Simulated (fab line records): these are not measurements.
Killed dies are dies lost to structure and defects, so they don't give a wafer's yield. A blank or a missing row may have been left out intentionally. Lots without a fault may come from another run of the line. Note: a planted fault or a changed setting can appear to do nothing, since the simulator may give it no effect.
fab line records    flow sky130
[record] lots = 13  wafers = 39  last_day = 50
route steps=708 shown LDD_HVP@282 SD_N@358 METAL2@486 VIA2@520 PAD_OPEN@708
lots untouched by any fault: they come from a run of this same line in which no faults occurred
start_h: hours from the record's first day to the start of the lot's first wafer shown    wait_h: time in hours since the lot's previous step    " unchanged from the row above    L1.1+2: a single row standing in for several wafers    - no value, or no start was given    * or withheld: withheld    < > ~ a bound
route shown NAME@n: a module of which the file shows steps, and the number in the route of the first    usual: average and standard deviation across the fault-free wafers    same: alike in all rows    chamber/n: place in a boat    sites: the reading at each site    _std_site: their standard deviation    _edge_site: mean of outer sites minus mean of inner sites    radius_mm: how far each site lies from the wafer's centre    mask NAME#n: copy n    behind: the tool/chamber that last shaped the wafer    hold: reason for holding the lot/hours on hold/outcome of the hold    device: which transistor (n, p or np) failed to switch    end of line: at the end of the route, the tests of the same wafers    a step with no rows: only its recipe    killed: at the first sort, the dies lost to defects and structure; wafer yield is something else    map: dies across one wafer; x = killed, . = not, _ = none there
set.NAME: the setting the step ran with; set.NAME@STEP: the setting that earlier step ran with    model.NAME: the simulator's own value behind a step, which no gauge read
route steps across a sampled set of lots; one table per step, one row per wafer
services: a tool's chamber out of use, with start hour (start_h, from the record's first day; less than 0 if before it), hours out, and reason
[[steps]]
[step SKY_LDD_HVP_EXPOSE_04]
[recipe] mask_id = HVPTM  na = 0.6  source_shape = conventional  sigma_outer = 0.6  polarization = unpolarized  target_cd_nm = 700  dose_mj = 86
lot.wafer   tool              chamber  start_h  wait_h  mask
L665.1+2+3  iline_stepper-01  0        508.02   -       HVPTM#0
L666.2+5+6  iline_stepper-01  0        518.52   -       HVPTM#0
L667.1+3+6  iline_stepper-01  0        523.99   -       HVPTM#0
L668.3+5+6  iline_stepper-01  0        541.79   -       HVPTM#0
L669.1+2+5  iline_stepper-01  0        553.55   -       HVPTM#0
L671.1+4+6  iline_stepper-01  0        564.37   -       HVPTM#0
L672.1+2+4  iline_stepper-02  0        569.89   -       HVPTM#0
L673.3+4+6  iline_stepper-01  0        579.18   -       HVPTM#0
L674.1+4+6  iline_stepper-02  0        586.57   -       HVPTM#0
L675.1+4+5  iline_stepper-02  0        592.50   -       HVPTM#0
L677.1+2+3  iline_stepper-01  0        608.20   -       HVPTM_R1#0
L682.1+2+3  iline_stepper-01  0        650.45   -       HVPTM#0
L685.1+3+4  iline_stepper-02  0        668.42   -       HVPTM#0
[step SKY_SD_N_RS_MEAS_16]
[recipe] thk_meas_gauge = four-point-probe
[usual] SD_N_RS = 68.59/0.12
lot.wafer  tool           chamber  start_h  wait_h  SD_N_RS[ohm/sq]
L665.1     film_metro-01  -        672.05   0.1     68.57
L665.2     "              -        "        "       68.41
L665.3     "              -        "        "       68.49
L666.2     film_metro-04  -        680.62   0.1     68.41
L666.5     "              -        "        "       68.50
L666.6     "              -        "        "       68.55
L667.1     film_metro-04  -        684.94   0.1     68.81
L667.3     "              -        "        "       68.74
L667.6     "              -        "        "       68.39
L668.3     film_metro-01  -        702.83   0.1     68.56
L668.5     "              -        "        "       68.62
L668.6     "              -        "        "       68.64
L669.1     film_metro-01  -        714.06   0.1     68.62
L669.2     "              -        "        "       68.60
L669.5     "              -        "        "       68.62
L671.1     film_metro-04  -        723.91   0.1     68.92
L671.4     "              -        "        "       68.72
L671.6     "              -        "        "       68.76
L672.1     film_metro-02  -        728.84   0.1     68.69
L672.2     "              -        "        "       68.41
L672.4     "              -        "        "       68.68
L673.3     film_metro-04  -        737.44   0.1     68.59
L673.4     "              -        "        "       68.77
L673.6     "              -        "        "       68.56
L674.1     film_metro-01  -        744.69   0.1     68.44
L674.4     "              -        "        "       68.58
L674.6     "              -        "        "       68.43
L675.1     film_metro-02  -        750.59   0.1     68.51
L675.4     "              -        "        "       68.40
L675.5     "              -        "        "       68.46
L677.1     film_metro-04  -        763.05   0.1     68.60
L677.2     "              -        "        "       68.50
L677.3     "              -        "        "       68.52
L682.1     film_metro-02  -        802.74   0.1     68.59
L682.2     "              -        "        "       68.67
L682.3     "              -        "        "       68.52
L685.1     film_metro-04  -        818.90   0.1     68.24
L685.3     "              -        "        "       68.55
L685.4     "              -        "        "       68.56
[step SKY_METAL2_SPUTTER_03]
[recipe] material = Ti  target_thk_nm = 5  power_w = 3000  time_s = 3.3  chamber_pressure_pa = 0.4
[usual] chamber_pressure_pa = 0.4001/0.00078  throttle_valve_pct = 29.8/0.93
lot.wafer  tool            chamber  start_h  wait_h  chamber_pressure_pa  throttle_valve_pct
L665.1     pvd_sputter-02  -        816.14   0.0     0.3990               30.3
L665.2     "               -        "        "       0.4009               31.1
L665.3     "               -        "        "       0.3999               28.8
L666.2     pvd_sputter-04  -        825.95   0.0     0.4004               30.5
L666.5     "               -        "        "       0.3996               29.3
L666.6     "               -        "        "       0.4001               30.2
L667.1     pvd_sputter-02  -        827.11   0.0     0.3998               29.6
L667.3     "               -        "        "       0.4017               30.9
L667.6     "               -        "        "       0.4009               29.0
L668.3     pvd_sputter-04  -        844.66   0.0     0.3993               30.1
L668.5     "               -        "        "       0.4000               30.0
L668.6     "               -        "        "       0.3999               29.2
L669.1     pvd_sputter-04  -        853.79   0.0     0.4007               29.2
L669.2     "               -        "        "       0.4000               30.1
L669.5     "               -        "        "       0.4008               29.5
L671.1     pvd_sputter-01  -        864.00   0.0     0.4003               28.7
L671.4     "               -        "        "       0.4003               32.1
L671.6     "               -        "        "       0.4002               29.7
L672.1     pvd_sputter-02  -        867.60   0.0     0.4016               29.7
L672.2     "               -        "        "       0.4011               30.7
L672.4     "               -        "        "       0.3986               28.8
L673.3     pvd_sputter-01  -        878.01   0.0     0.4007               28.5
L673.4     "               -        "        "       0.3992               32.0
L673.6     "               -        "        "       0.3994               32.2
L674.1     pvd_sputter-04  -        883.29   0.0     0.4016               30.1
L674.4     "               -        "        "       0.4012               29.2
L674.6     "               -        "        "       0.4011               29.1
L675.1     pvd_sputter-02  -        889.59   0.0     0.4019               30.1
L675.4     "               -        "        "       0.4009               29.0
L675.5     "               -        "        "       0.4014               29.1
L677.1     pvd_sputter-04  -        901.25   0.0     0.3990               30.5
L677.2     "               -        "        "       0.4003               29.0
L677.3     "               -        "        "       0.3993               30.0
L682.1     pvd_sputter-04  -        938.72   0.0     0.4018               29.8
L682.2     "               -        "        "       0.3996               30.5
L682.3     "               -        "        "       0.3993               29.1
L685.1     pvd_sputter-02  -        952.99   0.0     0.3999               29.0
L685.3     "               -        "        "       0.3996               29.7
L685.4     "               -        "        "       0.4000               30.4
[step SKY_VIA2_OVL_MEAS_13]
[usual] VIA2_OVL = -4/5.7
lot.wafer  tool        chamber  start_h  wait_h  VIA2_OVL[nm]
L665.1     overlay-02  -        871.07   0.1     5
L665.2     "           -        "        "       -6
L665.3     "           -        "        "       0
L666.2     overlay-01  -        879.23   0.1     -2
L666.5     "           -        "        "       -8
L666.6     "           -        "        "       -1
L667.1     overlay-02  -        879.88   0.1     -12
L667.3     "           -        "        "       -10
L667.6     "           -        "        "       -6
L668.3     overlay-02  -        897.74   0.1     -7
L668.5     "           -        "        "       -9
L668.6     "           -        "        "       5
L669.1     overlay-01  -        906.48   0.1     2
L669.2     "           -        "        "       4
L669.5     "           -        "        "       9
L671.1     overlay-01  -        916.58   0.1     4
L671.4     "           -        "        "       -4
L671.6     "           -        "        "       -8
L672.1     overlay-01  -        918.68   0.1     1
L672.2     "           -        "        "       0
L672.4     "           -        "        "       -4
L673.3     overlay-01  -        929.49   0.1     0
L673.4     "           -        "        "       -12
L673.6     "           -        "        "       -10
L674.1     overlay-01  -        934.17   0.1     7
L674.4     "           -        "        "       0
L674.6     "           -        "        "       -8
L675.1     overlay-01  -        941.58   0.1     10
L675.4     "           -        "        "       1
L675.5     "           -        "        "       3
L677.1     overlay-02  -        953.02   0.1     0
L677.2     "           -        "        "       -3
L677.3     "           -        "        "       -4
L682.1     overlay-01  -        988.93   0.1     -10
L682.2     "           -        "        "       -6
L682.3     "           -        "        "       -12
L685.1     overlay-01  -        1003.27  0.1     -4
L685.3     "           -        "        "       -3
L685.4     "           -        "        "       -6
[step SKY_PAD_OPEN_PROBE_99]
[usual] killed_at_M0_to_M3 = 43/6.9  killed_at_M4_up = 3.2/2  killed_at_contacts = 25/5.1  killed_at_front_end = 15/4.5  killed_at_other = 0.2/0.51  killed_dies = 85/9.5  killed_on_rim = 16/3.7  killed_open = 48/6.9  killed_short = 38/6.7
[same] gross_dies = 492  killed_at_back_side = 0
lot.wafer  tool       chamber  start_h  wait_h  killed_at_M0_to_M3  killed_at_M4_up  killed_at_contacts  killed_at_front_end  killed_at_other  killed_dies  killed_on_rim  killed_open  killed_short
L672.1     prober-02  -        1132.22  0.1     36                  0                26                  13                   2                77           13             41           36
L672.2     prober-02  -        1132.27  0.1     40                  6                19                  15                   0                80           11             41           39
L672.4     prober-02  -        1132.37  0.2     37                  2                23                  13                   0                75           14             49           26
L677.1     prober-01  -        1159.22  0.1     50                  1                24                  326                  1                402          63             38           49
L677.2     prober-01  -        1159.27  0.1     50                  2                22                  318                  0                392          50             48           35
L677.3     prober-01  -        1159.32  0.2     53                  1                24                  318                  0                396          53             47           41
L682.1     prober-02  -        1183.37  0.1     44                  2                28                  14                   0                88           13             41           47
L682.2     prober-02  -        1183.42  0.1     37                  7                26                  14                   1                85           15             46           39
L682.3     prober-02  -        1183.47  0.2     42                  4                28                  19                   0                93           16             59           34
// killed by level:class
L672.1 VIA1:geometric_particle:open=10 METAL2:geometric_particle:short=8 LI_CONTACT:geometric_particle:open=7 CONTACT:geometric_particle:open=7 FIELD_ISO:geometric_particle:short=6 LOCAL_INTERCONNECT:geometric_particle:short=6 VIA2:geometric_particle:open=5 POLY_GATE:geometric_particle:open=4
L672.2 VIA1:geometric_particle:open=10 CONTACT:geometric_particle:open=8 METAL1:geometric_particle:short=6 LI_CONTACT:geometric_particle:open=5 VIA1:geometric_particle:short=5 FIELD_ISO:geometric_particle:open=4 FIELD_ISO:geometric_particle:short=4 VIA2:geometric_particle:open=4
L672.4 CONTACT:geometric_particle:open=12 LI_CONTACT:geometric_particle:open=8 VIA1:geometric_particle:open=7 VIA2:geometric_particle:open=6 METAL2:geometric_particle:short=5 POLY_GATE:geometric_particle:open=4 VIA3:geometric_particle:open=4 VIA1:geometric_particle:short=4
L677.1 LDD_HVP:area_expose=315 VIA3:geometric_particle:open=8 VIA1:geometric_particle:short=7 CONTACT:geometric_particle:short=7 VIA2:geometric_particle:open=7 LI_CONTACT:geometric_particle:open=6 METAL2:geometric_particle:short=6 VIA2:geometric_particle:short=5
L677.2 LDD_HVP:area_expose=309 LI_CONTACT:geometric_particle:open=9 VIA1:geometric_particle:open=9 VIA1:geometric_particle:short=8 VIA3:geometric_particle:open=7 CONTACT:geometric_particle:open=6 METAL1:geometric_particle:short=6 METAL2:geometric_particle:short=5
L677.3 LDD_HVP:area_expose=308 VIA1:geometric_particle:open=12 CONTACT:geometric_particle:open=11 METAL2:geometric_particle:short=9 METAL1:geometric_particle:short=8 VIA3:geometric_particle:open=7 LI_CONTACT:geometric_particle:open=5 VIA1:geometric_particle:short=5
L682.1 VIA1:geometric_particle:open=8 CONTACT:geometric_particle:short=8 VIA1:geometric_particle:short=8 CONTACT:geometric_particle:open=7 LI_CONTACT:geometric_particle:open=6 VIA3:geometric_particle:open=6 LOCAL_INTERCONNECT:geometric_particle:short=6 METAL1:geometric_particle:short=6
L682.2 CONTACT:geometric_particle:open=10 VIA1:geometric_particle:open=9 FIELD_ISO:geometric_particle:open=6 LOCAL_INTERCONNECT:geometric_particle:short=6 METAL4:geometric_particle:short=6 VIA1:geometric_particle:short=5 VIA3:geometric_particle:open=5 LI_CONTACT:geometric_particle:open=4
L682.3 CONTACT:geometric_particle:open=16 VIA1:geometric_particle:open=9 VIA3:geometric_particle:open=6 VIA2:geometric_particle:open=6 FIELD_ISO:geometric_particle:open=5 LI_CONTACT:geometric_particle:open=5 CONTACT:geometric_particle:short=5 METAL3:geometric_particle:short=5
[[services]]
tool              chamber  start_h  hours  kind
iline_stepper-02  -        501.20   7.1    repair
pvd_sputter-04    -        533.55   1.1    repair
iline_stepper-01  -        535.03   6.5    repair
pvd_sputter-01    -        544.51   2.5    repair
pvd_sputter-01    -        558.80   4.6    repair
pvd_sputter-01    -        562.74   5.3    repair
iline_stepper-02  -        625.45   1.7    pm
iline_stepper-01  -        632.63   1.7    pm
pvd_sputter-02    -        648.48   6.9    repair
iline_stepper-01  -        674.32   2.1    pm
pvd_sputter-02    -        677.42   1.5    repair
iline_stepper-01  -        722.83   8.9    repair
iline_stepper-01  -        730.85   0.9    repair
pvd_sputter-02    -        751.63   0.9    repair
iline_stepper-02  -        817.40   2.1    pm
pvd_sputter-02    -        837.70   4.5    repair
pvd_sputter-02    -        839.46   16.7   repair
iline_stepper-02  -        843.65   1.7    pm
iline_stepper-01  -        850.81   1.7    pm
pvd_sputter-02    -        875.26   0.9    repair
iline_stepper-02  -        879.26   3.8    repair
iline_stepper-02  -        897.50   6.1    repair
pvd_sputter-02    -        899.75   14.9   repair
iline_stepper-02  -        925.80   3.7    repair
[[key]]
[first_sign] step = SKY_LDD_HVP_EXPOSE_04  reading = mask  direction = changed
[effect] step = SKY_PAD_OPEN_PROBE_99  reading = killed_at_front_end  direction = up  sigmas = 68  usual = 15  struck = 321
[more_kills_born_at] SKY_LDD_HVP_EXPOSE_04@iline_stepper-01 = 932
met_at SKY_LDD_HVP_EXPOSE_04
struck_lots L677
tester_left_out L677
not_acting_at SKY_SD_N_RS_MEAS_16,SKY_METAL2_SPUTTER_03,SKY_VIA2_OVL_MEAS_13
onset_between 579.18 608.20
[fault] kind = wrong_mask  tool = any  chamber = -  onset_h = 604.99  steps = SKY_LDD_HVP_EXPOSE_04  aux_copy = HVPTM_R1#0  cd_offset_nm = -140  scope = struck_lots_only
// tester_left_out: of these lots the tester's yield and bins aren't shown, on N5 and GAA mostly nor the transistor test; their killed dies are dies lost to structure and defects alone, not to doping, threshold or leakage, so they don't give the yield
